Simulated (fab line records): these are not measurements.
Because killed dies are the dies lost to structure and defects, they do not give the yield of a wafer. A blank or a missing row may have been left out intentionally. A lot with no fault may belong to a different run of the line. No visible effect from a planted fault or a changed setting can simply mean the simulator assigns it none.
Struck lot and sound lot, side by side / flow sky130 / 25 out of 708 route steps
Sound: the wafers L967.4, L967.5, L967.6. The struck wafers were L976.1, L976.3, L976.6. The cause is given at the end.
At each step with rows: each side's tool, then ch and its chambers, then its first start. Under that, the readings that differ: sound wafers / struck wafers / difference of the means / sigmas: that difference in standard deviations of wafers without a fault.
alike: words and numbers the same on both sides, and readings whose means are apart by under 2 such deviations; not compared: readings that were withheld, readings missing a value for some wafer, numbers with overlapping values and no deviation given by the record, and bounds like >300 which may hide the same value.
Wherever a step has rows on one side only, a row that says differs or no value, or a row with sigmas, the two part there. Non-overlapping numbers with no deviation appear without sigmas and do not part them. A reading that every wafer of one side lacks parts them only if that side has two wafers or more.

first, 7 steps without rows for these wafers: SKY_FIELD_ISO_HMDS_06 (prime time 60 s); SKY_FIELD_ISO_COAT_07 (resist thk 61.2 nm); SKY_FIELD_ISO_COAT_08 (resist thk 450 nm); SKY_FIELD_ISO_SOFTBAKE_09 (time 90 s); SKY_FIELD_ISO_EXPOSE_10 (exposes mask FOM, target cd 150 nm); SKY_FIELD_ISO_PEB_11; SKY_FIELD_ISO_DEVELOP_12 (develop time 60 s).
SKY_FIELD_ISO_CD_MEAS_13: the cd target is 150 nm.
  sound: cd sem-02 at day 3 07:01; struck: cd sem-02 at day 5 10:31
  alike: cd nm
SKY_FIELD_ISO_ETCH_14: etches BARC in N2/H2, stops on SiO2, time 45.9 s, target depth 60 nm.
  sound on rie diel-02 ch 1,2,3, day 3 07:05; struck on rie diel-02 ch 1,2, day 5 10:38
reading=throttle valve pct (%); sound=13.244 13.239 13.243; struck=13.230 13.223 13.222; difference=-0.017; sigmas=-2
  alike: drypump motor current A, oes product au, run length s
  not compared: rf hours counter h
SKY_FIELD_ISO_ETCH_15: etches the open film in CHF3/O2, stops on Si, target depth 180 nm, time 72 s.
  sound on rie diel-02 ch 1,2,3, day 3 07:07; struck on rie diel-02 ch 1,2, day 5 10:41
  alike: drypump motor current A, oes product au, run length s, throttle valve pct
  not compared: rf hours counter h
SKY_FIELD_ISO_STRIP_16: strips in O2/N2.
  sound on plasma asher-01 ch 0,1, day 3 07:13; struck on plasma asher-04 ch 0,1, day 5 10:44
  alike: drypump motor current A, oes product au, strip time to endpoint s
  not compared: rf hours counter h
SKY_FIELD_ISO_ETCH_17: etches Si in HBr/Cl2/O2, target depth 342 nm, time 97.7 s.
  sound on rie si-01 ch 0,1, day 3 07:17; struck on rie si-01 ch 0,2,3, day 5 10:50
  alike: drypump motor current A, oes product au, run length s, throttle valve pct
  not compared: rf hours counter h
SKY_FIELD_ISO_WET_ETCH_18: etches Si3N4 in H3PO4, target depth 25 nm, time 286 s.
  sound on wet bench-02 ch 1, day 3 07:21; struck on wet bench-01 ch 0, day 5 10:55
reading=run length s (s); sound=309 309 309; struck=60 60 60; difference=-249; sigmas=-69
reading=model.Si3N4_of_FIELD_ISO_CVD_03.thk nm (nm); sound=122.7 122.9 122.2; struck=147.5 147.2 147.2; difference=+24.7; sigmas=
then, 4 steps without rows for these wafers: SKY_FIELD_ISO_CLEAN_19 (cleans in SC1/SC2, time 150 s); SKY_FIELD_ISO_CLEAN_20 (cleans in dHF, time 20 s); SKY_FIELD_ISO_WET_ETCH_21 (etches SiO2 in dHF, target depth 20 nm, time 400 s); SKY_FIELD_ISO_OXIDATION_22 (stabilise 600 s, purge 300 s, target thk 10 nm).
SKY_FIELD_ISO_THK_MEAS_23:
  sound: film metro-03 at day 3 10:53; struck: film metro-04 at day 5 13:13
  alike: FIELD_ISO_OXIDATION_01_THK
then, 1 step without rows for these wafers: SKY_FIELD_ISO_CVD_24 (deposits SiO2, target thk 595 nm, time 99.2 s).
SKY_FIELD_ISO_THK_MEAS_25:
  sound: film metro-04 at day 3 11:01; struck: film metro-01 at day 5 13:21
reading=FIELD_ISO_CVD_24_THK (nm); sound=602 599 602; struck=583 584 582; difference=-18; sigmas=-3
then, 1 step without rows for these wafers: SKY_FIELD_ISO_ANNEAL_26 (time 1800 s).
SKY_FIELD_ISO_CMP_27: polishes, stops on Si3N4, t overpolish 16 s, target thk 457.8 nm.
  sound on cmp-01 ch 0,1, day 3 13:42; struck on cmp-01 ch 1,3, day 5 14:58
  alike: motor current A
SKY_FIELD_ISO_WET_ETCH_28: etches SiO2 in dHF, target depth 23.7 nm, time 47 s.
  sound on wet bench-01 ch 0, day 3 14:00; struck on wet bench-03 ch 1, day 5 15:13
reading=model.Si3N4_of_FIELD_ISO_CVD_03.thk nm (nm); sound=116.8 117 116.3; struck=141.7 141.3 141.3; difference=+24.7; sigmas=
  alike: run length s
then, 1 step without rows for these wafers: SKY_FIELD_ISO_WET_ETCH_29 (etches Si3N4 in H3PO4, target depth 160 nm, time 1825 s).
-- record jumps: 43 days separate the struck wafers' starts on either side; left off in module FIELD_ISO, taken up again in module PAD_OPEN, whose first shown step is the route's number 708 --
SKY_PAD_OPEN_PROBE_99:
  sound: prober-01 at day 46 16:26; struck: prober-01 at day 49 00:56
reading=model.etest.res_p_drift_20v.line ohm um; sound=1.169e+04 1.143e+04 1.156e+04; struck=1.382e+04 1.48e+04 1.37e+04; difference=+2.547e+03; sigmas=
reading=model.etest.res_p_drift_20v.rs ohm sq; sound=9558 9584 9479; struck=1.151e+04 1.253e+04 1.152e+04; difference=+2.313e+03; sigmas=
reading=model.etest.pfet_16v.r on ohm um; sound=1.502e+04 1.502e+04 1.478e+04; struck=1.632e+04 1.667e+04 1.606e+04; difference=+1.410e+03; sigmas=
reading=model.etest.res iso pwell.rs ohm sq; sound=2892 2870 2862; struck=3698 4069 3674; difference=+939; sigmas=
reading=model.etest.res iso pwell.line ohm um; sound=1088 1081 1062; struck=1410 1548 1406; difference=+378; sigmas=
reading=model.etest.res nwell.line ohm um; sound=1178 1188 1174; struck=1209 1250 1223; difference=+47; sigmas=
reading=model.etest.res nwell.rs ohm sq; sound=975.2 969.3 971; struck=1046 1082 1040; difference=+84; sigmas=
reading=model.etest.pfet_16v.drive ua um; sound=245.7 243.4 247.1; struck=233.7 226.9 236.3; difference=-13.1; sigmas=
  alike: killed_at_M0_to_M3, killed_at_M4_up, killed at contacts, killed at front end, killed at other, killed dies, killed open, killed short

WHERE THEY PART
Earliest at SKY_FIELD_ISO_ETCH_14; latest, in this record, at SKY_FIELD_ISO_THK_MEAS_25. Later steps at which nothing parts them and some readings are alike: SKY_FIELD_ISO_CMP_27, SKY_FIELD_ISO_WET_ETCH_28, SKY_PAD_OPEN_PROBE_99.

WHY: what had been put in by the simulator
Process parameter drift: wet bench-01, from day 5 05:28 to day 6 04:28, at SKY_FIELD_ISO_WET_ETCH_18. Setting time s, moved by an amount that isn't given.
